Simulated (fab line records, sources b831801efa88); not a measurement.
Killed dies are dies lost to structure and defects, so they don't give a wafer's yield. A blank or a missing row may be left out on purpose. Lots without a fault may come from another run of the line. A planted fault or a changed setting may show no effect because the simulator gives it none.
fab line records | flow gf180mcu
record lots=5 wafers=15 last_day=34
route steps=602 shown TOP_METAL@569 PASSIVATION@587
lots that met no fault: from a run of the same line without faults
start_h: hours from the record's first day to the start of the lot's first wafer shown | wait_h: hours since the lot's step before | " the same as in the row above | L1.1+2: a row that stands for several wafers | - no value, or no start given | * or withheld: withheld | < > ~ a bound
route shown NAME@n: a module of which the file shows steps, and the number in the route of the first | usual: mean/standard deviation of fault-free wafers | same: alike in all rows | chamber/n: place in a boat | sites: the reading at each site | _std_site: their standard deviation | _edge_site: outer sites' mean less inner sites' | radius_mm: how far each site lies from the wafer's centre | mask NAME#n: copy n | behind: the tool/chamber that last shaped the wafer | hold: why the lot was held/for how many hours/how that ended | device: the transistor (n, p or np) that didn't switch | end of line: the same wafers' tests at the end of the route | a step without rows: its recipe alone | killed: dies lost to structure and defects at the first sort, not the wafer's yield | map: a wafer's dies, x killed, . not, _ none there
set.NAME: the setting as run; set.NAME@STEP: as run at that earlier step | model.NAME: the simulator's own value behind a step, which no gauge read
lots at some steps of the route; a table a step, a row a wafer
services: from which hour (start_h, from the record's first day; less than 0 if before it) a tool's chamber was out of use, for how many hours, and why
## steps
# step GF_TOP_METAL_SPUTTER_02
# recipe material=AlCu target_thk_nm=900 power_w=10600 chamber_pressure_pa=0.3 substrate_temp_c=250 gas=Ar time_s=47.82
# usual throttle_valve_pct=30.1/0.97
# columns lot.wafer tool chamber start_h wait_h throttle_valve_pct
L085.2 pvd_sputter-01 - 709.41 0.0 31.1
L085.3 " - " " 31.5
L085.4 " - " " 29.6
L087.2 pvd_sputter-03 - 727.67 0.0 29.9
L087.4 " - " " 29.1
L087.5 " - " " 29.8
L090.2 pvd_sputter-04 - 746.18 0.0 29.5
L090.5 " - " " 29.6
L090.6 " - " " 30.7
L093.1 pvd_sputter-01 - 762.33 0.0 31.3
L093.4 " - " " 31.9
L093.6 " - " " 31.5
L096.2 pvd_sputter-01 - 777.27 0.0 31.4
L096.4 " - " " 31.2
L096.5 " - " " 29.4
# step GF_TOP_METAL_SPUTTER_03
# recipe material=Ti target_thk_nm=5 substrate_temp_c=300 chamber_pressure_pa=0.3 power_w=3000 time_s=3.3
# usual throttle_valve_pct=30.1/0.96
# columns lot.wafer tool chamber start_h wait_h throttle_valve_pct
L085.2 pvd_sputter-01 - 709.45 0.0 31.2
L085.3 " - " " 31.5
L085.4 " - " " 29.2
L087.2 pvd_sputter-03 - 727.71 0.0 30.0
L087.4 " - " " 29.4
L087.5 " - " " 29.9
L090.2 pvd_sputter-04 - 746.23 0.0 29.5
L090.5 " - " " 29.6
L090.6 " - " " 31.0
L093.1 pvd_sputter-01 - 762.38 0.0 31.3
L093.4 " - " " 31.4
L093.6 " - " " 31.8
L096.2 pvd_sputter-01 - 777.31 0.0 31.7
L096.4 " - " " 31.3
L096.5 " - " " 29.2
# step GF_TOP_METAL_SPUTTER_04
# recipe material=TiN target_thk_nm=25 power_w=6500 time_s=20.8 chamber_pressure_pa=0.4
# usual throttle_valve_pct=30.1/0.97
# columns lot.wafer tool chamber start_h wait_h throttle_valve_pct
L085.2 pvd_sputter-01 - 709.47 0.0 31.1
L085.3 " - " " 31.8
L085.4 " - " " 29.5
L087.2 pvd_sputter-03 - 727.73 0.0 29.9
L087.4 " - " " 29.1
L087.5 " - " " 29.7
L090.2 pvd_sputter-04 - 746.24 0.0 29.9
L090.5 " - " " 29.8
L090.6 " - " " 31.2
L093.1 pvd_sputter-01 - 762.40 0.0 31.4
L093.4 " - " " 31.5
L093.6 " - " " 31.6
L096.2 pvd_sputter-01 - 777.33 0.0 31.6
L096.4 " - " " 31.3
L096.5 " - " " 29.0
# step GF_TOP_METAL_RS_MEAS_05
# recipe thk_meas_gauge=four-point-probe reads=TiN_of_TOP_METAL_SPUTTER_04+Ti_of_TOP_METAL_SPUTTER_03+AlCu_of_TOP_METAL_SPUTTER_02+TiN_of_TOP_METAL_SPUTTER_01+Ti_of_TOP_METAL_SPUTTER_00
# usual TOP_METAL_ALCU_RS=0.0328/0.00046
# columns lot.wafer tool chamber start_h wait_h TOP_METAL_ALCU_RS[ohm/sq]
L085.2 film_metro-02 - 709.52 0.0 0.0330
L085.3 " - " " 0.0323
L085.4 " - " " 0.0326
L087.2 film_metro-02 - 727.78 0.0 0.0323
L087.4 " - " " 0.0328
L087.5 " - " " 0.0324
L090.2 film_metro-02 - 746.29 0.0 0.0322
L090.5 " - " " 0.0320
L090.6 " - " " 0.0326
L093.1 film_metro-02 - 762.42 0.0 0.0333
L093.4 " - " " 0.0324
L093.6 " - " " 0.0322
L096.2 film_metro-01 - 777.38 0.0 0.0327
L096.4 " - " " 0.0334
L096.5 " - " " 0.0333
# step GF_TOP_METAL_THK_MEAS_06
# recipe thk_meas_gauge=xrf reads=AlCu_of_TOP_METAL_SPUTTER_02
# usual TOP_METAL_ALCU_THK=921/14
# columns lot.wafer tool chamber start_h wait_h TOP_METAL_ALCU_THK[nm]
L085.2 film_metro-02 - 709.63 0.1 923
L085.3 " - " " 940
L085.4 " - " " 927
L087.2 film_metro-02 - 727.89 0.1 936
L087.4 " - " " 924
L087.5 " - " " 937
L090.2 film_metro-02 - 746.40 0.1 949
L090.5 " - " " 955
L090.6 " - " " 936
L093.1 film_metro-02 - 762.54 0.1 916
L093.4 " - " " 937
L093.6 " - " " 946
L096.2 film_metro-01 - 777.49 0.1 908
L096.4 " - " " 894
L096.5 " - " " 900
# step GF_TOP_METAL_DEHYDRATE_07
# recipe temp_c=200 time_s=60
# usual plate_temp_C=200.01/0.15
# columns lot.wafer tool chamber start_h wait_h plate_temp_C
L085.2 litho_track-04 0 717.82 8.2 199.92
L085.3 " 0 " " 199.93
L085.4 " 0 " " 199.91
L087.2 litho_track-02 0 736.45 8.5 199.97
L087.4 " 0 " " 199.98
L087.5 " 0 " " 200.16
L090.2 litho_track-03 0 754.31 7.9 199.97
L090.5 " 0 " " 199.96
L090.6 " 0 " " 200.21
L093.1 litho_track-04 0 769.84 7.3 200.09
L093.4 " 0 " " 200.20
L093.6 " 0 " " 200.18
L096.2 litho_track-03 0 783.16 5.7 199.97
L096.4 " 0 " " 200.21
L096.5 " 0 " " 199.99
# step GF_TOP_METAL_HMDS_08
# recipe prime_time_s=60 prime_temp_c=120
# columns lot.wafer tool chamber start_h wait_h
L085.2+3+4 litho_track-04 0 717.97 0.1
L087.2+4+5 litho_track-02 0 736.60 0.1
L090.2+5+6 litho_track-03 0 754.46 0.1
L093.1+4+6 litho_track-04 0 769.99 0.1
L096.2+4+5 litho_track-03 0 783.31 0.1
# step GF_TOP_METAL_COAT_09
# recipe resist=NOVOLAK spin_rpm=3000 resist_thk_nm=1500
# columns lot.wafer tool chamber start_h wait_h
L085.2+3+4 litho_track-04 0 718.12 0.1
L087.2+4+5 litho_track-02 0 736.75 0.1
L090.2+5+6 litho_track-03 0 754.61 0.1
L093.1+4+6 litho_track-04 0 770.14 0.1
L096.2+4+5 litho_track-03 0 783.46 0.1
# step GF_TOP_METAL_SOFTBAKE_10
# recipe temp_c=90 time_s=60 resist=NOVOLAK
# usual plate_temp_C=90.00/0.12
# columns lot.wafer tool chamber start_h wait_h plate_temp_C
L085.2 litho_track-04 0 718.27 0.1 90.04
L085.3 " 0 " " 90.11
L085.4 " 0 " " 89.99
L087.2 litho_track-02 0 736.90 0.1 90.17
L087.4 " 0 " " 90.14
L087.5 " 0 " " 90.03
L090.2 litho_track-03 0 754.76 0.1 89.92
L090.5 " 0 " " 90.11
L090.6 " 0 " " 89.99
L093.1 litho_track-04 0 770.29 0.1 89.67
L093.4 " 0 " " 89.61
L093.6 " 0 " " 89.78
L096.2 litho_track-03 0 783.61 0.1 90.06
L096.4 " 0 " " 89.94
L096.5 " 0 " " 90.08
# step GF_TOP_METAL_EXPOSE_11
# recipe mask_id=MetalTop target_cd_nm=440 na=0.6 source_shape=conventional sigma_outer=0.6 dose_mj=170
# columns lot.wafer tool chamber start_h wait_h mask
L085.2+3+4 iline_stepper-02 0 - - MetalTop#0
L087.2+4+5 iline_stepper-01 0 - - MetalTop#0
L090.2+5+6 iline_stepper-01 0 - - MetalTop#0
L093.1+4+6 iline_stepper-02 0 - - MetalTop#0
L096.2+4+5 iline_stepper-02 0 - - MetalTop#0
# step GF_TOP_METAL_PEB_12
# recipe temp_c=withheld time_s=* resist=NOVOLAK
# columns lot.wafer tool chamber start_h wait_h
L085.2+3+4 litho_track-04 0 - -
L087.2+4+5 litho_track-04 0 - -
L090.2+5+6 litho_track-02 0 - -
L093.1+4+6 litho_track-03 0 - -
L096.2+4+5 litho_track-02 0 - -
# step GF_TOP_METAL_DEVELOP_13
# recipe develop_time_s=60 dev_temp_c=23
# columns lot.wafer tool chamber start_h wait_h
L085.2+3+4 litho_track-04 0 726.82 0.1
L087.2+4+5 litho_track-04 0 745.02 0.1
L090.2+5+6 litho_track-02 0 762.70 0.1
L093.1+4+6 litho_track-03 0 777.34 0.1
L096.2+4+5 litho_track-02 0 790.75 0.1
# step GF_TOP_METAL_CD_MEAS_14
# recipe target_cd_nm=440
# usual cd_nm=440.8/2.7
# columns lot.wafer tool chamber start_h wait_h cd_nm
L085.2 cd_sem-02 - 726.96 0.1 442.8
L085.3 " - " " 443.0
L085.4 " - " " 443.0
L087.2 cd_sem-02 - 745.16 0.1 436.7
L087.4 " - " " 439.7
L087.5 " - " " 440.1
L090.2 cd_sem-01 - 762.85 0.1 443.4
L090.5 " - " " 440.8
L090.6 " - " " 441.9
L093.1 cd_sem-01 - 777.52 0.2 439.3
L093.4 " - " " 439.0
L093.6 " - " " 438.1
L096.2 cd_sem-01 - 790.90 0.1 440.3
L096.4 " - " " 438.8
L096.5 " - " " 438.6
# step GF_TOP_METAL_OVL_MEAS_15
# usual TOP_METAL_OVL=0.7/1.3
# columns lot.wafer tool chamber start_h wait_h TOP_METAL_OVL[nm]
L085.2 overlay-02 - 727.07 0.1 2.7
L085.3 " - " " 2.9
L085.4 " - " " 0.8
L087.2 overlay-01 - 745.27 0.1 1.3
L087.4 " - " " 0.9
L087.5 " - " " 0.0
L090.2 overlay-02 - 762.95 0.1 -0.8
L090.5 " - " " -1.4
L090.6 " - " " -0.9
L093.1 overlay-02 - 777.64 0.1 2.2
L093.4 " - " " 1.0
L093.6 " - " " 1.7
L096.2 overlay-01 - 791.00 0.1 -0.3
L096.4 " - " " 0.1
L096.5 " - " " 1.6
# step GF_TOP_METAL_METAL_ETCH_16
# recipe chemistry=Cl2/BCl3 mask_material=NOVOLAK target_depth_nm=1077.5 stop_on=SiO2 pressure_mtorr=8 icp_w=800 bias_w=140 Cl2_flow_sccm=80 bcl3_flow_sccm=40 time_s=179.6
# usual drypump_motor_current_A=5.6/0.6 oes_product_au=0.965/0.0085 throttle_valve_pct=28.259/0.012
# columns lot.wafer tool chamber start_h wait_h drypump_motor_current_A oes_product_au rf_hours_counter_h throttle_valve_pct
L085.2 rie_metal-03 0 727.10 0.0 6.4 0.962 1 28.245
L085.3 " 0 " " 6.4 0.977 - 28.243
L085.4 " 1 " " 4.8 0.968 - 28.269
L087.2 rie_metal-01 1 745.30 0.0 5.0 0.977 4 28.261
L087.4 " 0 " " 5.6 0.968 - 28.244
L087.5 " 0 " " 5.6 0.969 - 28.258
L090.2 rie_metal-03 0 762.98 0.0 6.4 0.973 3 28.246
L090.5 " 0 " " 6.4 0.976 - 28.239
L090.6 " 1 " " 4.9 0.967 - 28.256
L093.1 rie_metal-01 1 777.67 0.0 5.0 0.955 6 28.264
L093.4 " 1 " " 5.0 0.973 - 28.268
L093.6 " 1 " " 5.0 0.968 - 28.242
L096.2 rie_metal-03 0 791.09 0.1 6.4 0.970 - 28.259
L096.4 " 0 " " 6.4 0.950 - 28.281
L096.5 " 0 " " 6.4 0.959 - 28.271
# step GF_TOP_METAL_STRIP_17
# recipe chemistry=O2/N2 power_w=1400 pressure_mtorr=1500 platen_temp_c=250 o2_flow_sccm=3000 n2_flow_sccm=300 overash_fraction=0.5
# usual drypump_motor_current_A=5.9/0.55 heater_power_w=353/24 n2_flow_sccm=300.1/0.99 oes_product_au=0.710/0.0046 strip_time_to_endpoint_s=13.48/0.076
# columns lot.wafer tool chamber start_h wait_h drypump_motor_current_A heater_power_w n2_flow_sccm oes_product_au rf_hours_counter_h strip_time_to_endpoint_s
L085.2 plasma_asher-02 0 727.28 0.1 6.9 335 300.4 0.705 64 13.54
L085.3 " 0 " " 6.9 339 298.6 0.711 - 13.59
L085.4 " 1 " " 5.7 339 300.8 0.708 - 13.53
L087.2 plasma_asher-01 0 745.48 0.1 5.3 321 299.0 0.707 0 13.42
L087.4 " 0 " " 5.3 323 298.3 0.712 - 13.59
L087.5 " 0 " " 5.3 319 299.1 0.707 - 13.59
L090.2 plasma_asher-03 1 763.16 0.1 5.3 345 300.2 0.717 35 13.55
L090.5 " 0 " " 6.2 385 300.5 0.707 - 13.41
L090.6 " 1 " " 5.3 356 300.1 0.713 - 13.55
L093.1 plasma_asher-03 1 777.85 0.1 5.4 351 299.4 0.711 37 13.48
L093.4 " 0 " " 6.3 390 300.5 0.712 - 13.50
L093.6 " 1 " " 5.3 358 300.8 0.708 - 13.51
L096.2 plasma_asher-03 0 791.38 0.2 6.2 394 300.3 0.707 39 13.57
L096.4 " 0 " " 6.2 379 300.7 0.708 - 13.56
L096.5 " 1 " " 5.3 358 300.2 0.714 - 13.55
# step GF_TOP_METAL_STRIP_18
# recipe chemistry=post_etch_residue_remover time_s=1200 temp_c=72.5
# columns lot.wafer tool chamber start_h wait_h
L085.2+3+4 wet_bench-01 1 727.38 0.1
L087.2+4+5 wet_bench-03 3 745.58 0.1
L090.2+5+6 wet_bench-03 1 763.26 0.1
L093.1+4+6 wet_bench-02 2 777.95 0.1
L096.2+4+5 wet_bench-02 2 791.48 0.1
# step GF_TOP_METAL_CLEAN_19
# recipe chemistry=DIW dry=n2_spin
# columns lot.wafer tool chamber start_h wait_h
L085.2+3+4 wet_bench-02 3 727.72 0.0
L087.2+4+5 wet_bench-01 0 745.92 0.0
L090.2+5+6 wet_bench-02 2 763.60 0.0
L093.1+4+6 wet_bench-01 2 778.29 0.0
L096.2+4+5 wet_bench-03 1 791.82 0.0
# step GF_PASSIVATION_CVD_00
# recipe material=SiO2 target_thk_nm=1000 precursor=TEOS temp_c=400 time_s=111.95 rf_w=600
# usual heater_power_w=642/100 susceptor_temp_C=400.01/0.21
# columns lot.wafer tool chamber start_h wait_h heater_power_w susceptor_temp_C
L085.2 pecvd-04 2 727.81 0.0 686 399.64
L085.3 " 1 " " 717 399.70
L085.4 " 0 " " 503 399.80
L087.2 pecvd-04 0 746.02 0.0 455 400.36
L087.4 " 1 " " 658 400.04
L087.5 " 2 " " 619 399.91
L090.2 pecvd-04 2 763.69 0.0 756 400.05
L090.5 " 0 " " 476 400.21
L090.6 " 2 " " 623 399.91
L093.1 pecvd-01 0 778.38 0.0 614 400.04
L093.4 " 0 " " 490 399.90
L093.6 " 1 " " 634 400.09
L096.2 pecvd-04 1 791.91 0.0 682 399.81
L096.4 " 2 " " 632 399.77
L096.5 " 0 " " 468 400.45
# step GF_PASSIVATION_THK_MEAS_01
# recipe reads=SiO2_of_PASSIVATION_CVD_00
# usual PASSIVATION_CVD_00_THK=997/15
# columns lot.wafer tool chamber start_h wait_h PASSIVATION_CVD_00_THK[nm]
L085.2 film_metro-03 - 727.90 0.0 989
L085.3 " - " " 984
L085.4 " - " " 1001
L087.2 film_metro-04 - 746.11 0.0 984
L087.4 " - " " 997
L087.5 " - " " 995
L090.2 film_metro-01 - 763.78 0.0 993
L090.5 " - " " 1005
L090.6 " - " " 1001
L093.1 film_metro-03 - 778.48 0.1 985
L093.4 " - " " 996
L093.6 " - " " 1005
L096.2 film_metro-01 - 792.00 0.0 1006
L096.4 " - " " 1010
L096.5 " - " " 1017
# step GF_PASSIVATION_CVD_02
# recipe material=Si3N4 target_thk_nm=700 time_s=486.18 temp_c=400 rf_w=450
# usual heater_power_w=708/93 susceptor_temp_C=399.96/0.2
# columns lot.wafer tool chamber start_h wait_h heater_power_w susceptor_temp_C
L085.2 pecvd-01 0 727.95 0.0 641 399.88
L085.3 " 1 " " 562 400.20
L085.4 " 0 " " 656 400.05
L087.2 pecvd-01 2 746.16 0.0 877 399.86
L087.4 " 1 " " 709 400.08
L087.5 " 2 " " 878 399.91
L090.2 pecvd-01 2 763.83 0.0 852 400.22
L090.5 " 1 " " 574 399.99
L090.6 " 2 " " 705 400.51
L093.1 pecvd-02 0 778.54 0.1 704 399.73
L093.4 " 1 " " 707 399.78
L093.6 " 2 " " 760 400.11
L096.2 pecvd-02 0 792.05 0.0 710 400.07
L096.4 " 2 " " 704 400.05
L096.5 " 0 " " 716 399.58
# step GF_PASSIVATION_THK_MEAS_03
# recipe reads=Si3N4_of_PASSIVATION_CVD_02
# usual PASSIVATION_CVD_02_THK=696/9.3
# columns lot.wafer tool chamber start_h wait_h PASSIVATION_CVD_02_THK[nm]
L085.2 film_metro-01 - 728.24 0.2 690
L085.3 " - " " 708
L085.4 " - " " 709
L087.2 film_metro-04 - 746.45 0.2 696
L087.4 " - " " 715
L087.5 " - " " 698
L090.2 film_metro-04 - 764.27 0.3 683
L090.5 " - " " 705
L090.6 " - " " 708
L093.1 film_metro-03 - 778.82 0.1 672
L093.4 " - " " 701
L093.6 " - " " 695
L096.2 film_metro-01 - 792.35 0.2 675
L096.4 " - " " 694
L096.5 " - " " 689
# step GF_PASSIVATION_DEHYDRATE_04
# recipe temp_c=200 time_s=60
# usual plate_temp_C=199.98/0.15
# columns lot.wafer tool chamber start_h wait_h plate_temp_C
L085.2 litho_track-03 0 736.61 8.4 199.71
L085.3 " 0 " " 200.07
L085.4 " 0 " " 200.13
L087.2 litho_track-01 0 754.32 7.9 200.21
L087.4 " 0 " " 200.18
L087.5 " 0 " " 199.99
L090.2 litho_track-01 0 771.72 7.4 200.03
L090.5 " 0 " " 200.02
L090.6 " 0 " " 199.75
L093.1 litho_track-04 0 784.74 5.9 200.23
L093.4 " 0 " " 200.15
L093.6 " 0 " " 199.94
L096.2 litho_track-03 0 799.61 7.3 199.98
L096.4 " 0 " " 199.93
L096.5 " 0 " " 199.83
# step GF_PASSIVATION_HMDS_05
# recipe prime_time_s=60 prime_temp_c=120
# columns lot.wafer tool chamber start_h wait_h
L085.2+3+4 litho_track-03 0 736.76 0.1
L087.2+4+5 litho_track-01 0 754.47 0.1
L090.2+5+6 litho_track-01 0 771.87 0.1
L093.1+4+6 litho_track-04 0 784.89 0.1
L096.2+4+5 litho_track-03 0 799.76 0.1
# step GF_PASSIVATION_COAT_06
# recipe spin_rpm=2000 resist_thk_nm=4000
# columns lot.wafer tool chamber start_h wait_h
L085.2+3+4 litho_track-03 0 736.91 0.1
L087.2+4+5 litho_track-01 0 754.62 0.1
L090.2+5+6 litho_track-01 0 772.02 0.1
L093.1+4+6 litho_track-04 0 785.04 0.1
L096.2+4+5 litho_track-03 0 799.91 0.1
# step GF_PASSIVATION_SOFTBAKE_07
# recipe temp_c=110 time_s=withheld
# usual plate_temp_C=109.98/0.13
# columns lot.wafer tool chamber start_h wait_h plate_temp_C
L085.2 litho_track-03 0 737.07 0.1 109.89
L085.3 " 0 " " 109.83
L085.4 " 0 " " 110.13
L087.2 litho_track-01 0 754.78 0.1 110.11
L087.4 " 0 " " 110.01
L087.5 " 0 " " 109.99
L090.2 litho_track-01 0 772.18 0.1 109.73
L090.5 " 0 " " 109.98
L090.6 " 0 " " 110.02
L093.1 litho_track-04 0 785.19 0.1 110.05
L093.4 " 0 " " 110.00
L093.6 " 0 " " 109.84
L096.2 litho_track-03 0 800.07 0.1 109.98
L096.4 " 0 " " 110.10
L096.5 " 0 " " 110.06
# step GF_PASSIVATION_EXPOSE_08
# recipe mask_id=Pad target_cd_nm=40000 na=0.57 dose_mj=310
# columns lot.wafer tool chamber start_h wait_h mask
L085.2+3+4 iline_stepper-01 0 - - Pad#0
L087.2+4+5 iline_stepper-01 0 - - Pad#0
L090.2+5+6 iline_stepper-01 0 - - Pad#0
L093.1+4+6 iline_stepper-01 0 - - Pad#0
L096.2+4+5 iline_stepper-01 0 - - Pad#0
# step GF_PASSIVATION_PEB_09
# recipe temp_c=115 time_s=withheld
# usual plate_temp_C=115.00/0.13
# columns lot.wafer tool chamber start_h wait_h plate_temp_C
L085.2 litho_track-01 0 - - 114.82
L085.3 " 0 " " 114.93
L085.4 " 0 " " 114.98
L087.2 litho_track-01 0 - - 115.06
L087.4 " 0 " " 114.94
L087.5 " 0 " " 114.96
L090.2 litho_track-04 0 - - 114.97
L090.5 " 0 " " 114.87
L090.6 " 0 " " 115.01
L093.1 litho_track-04 0 - - 114.93
L093.4 " 0 " " 115.07
L093.6 " 0 " " 115.15
L096.2 litho_track-04 0 - - 115.04
L096.4 " 0 " " 114.97
L096.5 " 0 " " 114.98
# step GF_PASSIVATION_DEVELOP_10
# recipe develop_time_s=60 dev_temp_c=23
# columns lot.wafer tool chamber start_h wait_h
L085.2+3+4 litho_track-01 0 - -
L087.2+4+5 litho_track-01 0 - -
L090.2+5+6 litho_track-04 0 - -
L093.1+4+6 litho_track-04 0 - -
L096.2+4+5 litho_track-04 0 - -
# step GF_PASSIVATION_ETCH_11
# recipe chemistry=CF4/O2 target_depth_nm=1800 stop_on=TiN source_w=800 bias_w=150 pressure_mtorr=150 cf4_flow_sccm=80 O2_flow_sccm=10 time_s=400
# usual drypump_motor_current_A=5.5/0.31 oes_product_au=0.960/0.0079 throttle_valve_pct=5.960/0.0094
# columns lot.wafer tool chamber start_h wait_h drypump_motor_current_A oes_product_au rf_hours_counter_h throttle_valve_pct
L085.2 rie_diel-04 3 745.25 - 5.2 0.959 17 5.970
L085.3 " 1 " " 5.4 0.959 3 5.972
L085.4 " 0 " " 6.1 0.962 14 5.956
L087.2 rie_diel-04 2 763.25 - 5.0 0.960 7 5.947
L087.4 " 3 " " 5.2 0.973 18 5.970
L087.5 " 1 " " 5.4 0.959 - 5.951
L090.2 rie_diel-04 1 778.39 - 5.4 0.954 5 5.951
L090.5 " 2 " " 5.0 0.966 - 5.951
L090.6 " 3 " " 5.2 0.964 - 5.968
L093.1 rie_diel-03 3 793.14 - 5.8 0.948 26 5.956
L093.4 " 2 " " 5.8 0.961 15 5.955
L093.6 " 1 " " 5.0 0.953 - 5.957
L096.2 rie_diel-03 1 807.19 - 5.0 0.948 12 5.946
L096.4 " 0 " " 5.5 0.956 - 5.978
L096.5 " 1 " " 5.0 0.958 - 5.958
# step GF_PASSIVATION_STRIP_12
# recipe chemistry=O2/N2 power_w=1400 pressure_mtorr=1500 platen_temp_c=250 o2_flow_sccm=3000 n2_flow_sccm=300 overash_fraction=0.5
# usual drypump_motor_current_A=5.8/0.47 heater_power_w=374/30 n2_flow_sccm=300.0/0.84 oes_product_au=0.719/0.0048 strip_time_to_endpoint_s=34.75/0.27
# columns lot.wafer tool chamber start_h wait_h drypump_motor_current_A heater_power_w n2_flow_sccm oes_product_au rf_hours_counter_h strip_time_to_endpoint_s
L085.2 plasma_asher-04 0 745.49 0.1 5.7 395 299.9 0.727 96 34.98
L085.3 " 0 " " 5.7 394 300.4 0.719 - 35.13
L085.4 " 1 " " 5.6 408 300.4 0.704 - 34.76
L087.2 plasma_asher-04 1 763.49 0.1 5.6 404 301.7 0.723 98 34.68
L087.4 " 0 " " 5.7 395 300.2 0.724 - 34.75
L087.5 " 0 " " 5.7 393 298.4 0.715 - 34.87
L090.2 plasma_asher-03 0 778.63 0.1 6.2 389 298.8 0.714 38 34.48
L090.5 " 1 " " 5.4 352 299.5 0.722 - 34.61
L090.6 " 0 " " 6.2 394 301.3 0.717 - 34.85
L093.1 plasma_asher-02 0 793.38 0.1 6.8 333 299.5 0.727 72 35.11
L093.4 " 0 " " 6.8 325 299.7 0.718 - 35.15
L093.6 " 0 " " 6.8 344 300.1 0.729 - 34.58
L096.2 plasma_asher-02 1 807.43 0.1 5.6 339 299.0 0.714 75 34.65
L096.4 " 1 " " 5.6 336 301.3 0.721 - 35.31
L096.5 " 1 " " 5.7 331 301.7 0.716 - 34.86
# step GF_PASSIVATION_ANNEAL_13
# recipe temp_c=400 time_s=1800 ambient=N2/H2 idle_temp_c=300 ramp_up_c_per_min=10 ramp_down_c_per_min=3
# usual spike_tc_top_C=429/4.3 zone_power_centre_pct=4.1/0.49
# columns lot.wafer tool chamber start_h wait_h spike_tc_top_C zone_power_centre_pct
L085.2 furnace-01 0 745.59 0.1 434 3.6
L085.3 " 0 " " 433 3.6
L085.4 " 0 " " 433 3.6
L087.2 furnace-01 0 763.59 0.1 434 3.6
L087.4 " 0 " " 433 3.6
L087.5 " 0 " " 433 3.5
L090.2 furnace-02 0 778.73 0.1 426 4.5
L090.5 " 0 " " 426 4.6
L090.6 " 0 " " 425 4.5
L093.1 furnace-02 0 793.48 0.1 424 4.6
L093.4 " 0 " " 425 4.6
L093.6 " 0 " " 426 4.5
L096.2 furnace-02 0 807.53 0.1 424 4.4
L096.4 " 0 " " 423 4.6
L096.5 " 0 " " 425 4.6
# step GF_PASSIVATION_BOW_MEAS_14
# recipe mode=bow
# usual PASSIVATION_BOW=138/9.3
# columns lot.wafer tool chamber start_h wait_h PASSIVATION_BOW[um]
L085.2 film_metro-01 - 747.11 0.0 134
L085.3 " - " " 134
L085.4 " - " " 124
L087.2 film_metro-01 - 765.11 0.0 127
L087.4 " - " " 139
L087.5 " - " " 132
L090.2 film_metro-03 - 780.25 0.0 147
L090.5 " - " " 137
L090.6 " - " " 124
L093.1 film_metro-04 - 794.98 0.0 145
L093.4 " - " " 131
L093.6 " - " " 133
L096.2 film_metro-04 - 809.05 0.0 138
L096.4 " - " " 125
L096.5 " - " " 150
## services
# columns tool chamber start_h hours kind
rie_diel-04 - 692.11 4.0 pm
rie_diel-03 3 692.61 2.3 repair
iline_stepper-02 - 699.09 0.6 repair
iline_stepper-02 - 702.35 2.1 pm
furnace-01 - 703.83 4.9 repair
pvd_sputter-01 - 704.49 3.5 repair
iline_stepper-01 - 705.51 1.7 pm
pvd_sputter-03 - 713.05 2.2 repair
rie_diel-04 2 713.94 26.6 repair
iline_stepper-01 - 716.29 4.3 pm
pvd_sputter-01 - 720.69 3.6 repair
iline_stepper-02 - 732.63 28.9 pm
pecvd-04 - 733.63 1.7 repair
furnace-01 - 747.09 3.9 pm
pecvd-01 0 749.06 20.9 repair
pecvd-04 - 754.48 1.6 repair
furnace-02 - 769.04 7.9 pm
rie_metal-03 1 779.84 12.7 repair
furnace-02 - 780.99 5.4 pm
pvd_sputter-04 - 789.72 9.1 repair
pecvd-01 1 790.94 13.4 repair
plasma_asher-03 - 794.19 2.8 pm
iline_stepper-02 - 797.22 6.7 repair
pecvd-04 - 799.38 14.0 pm
## key
fault none
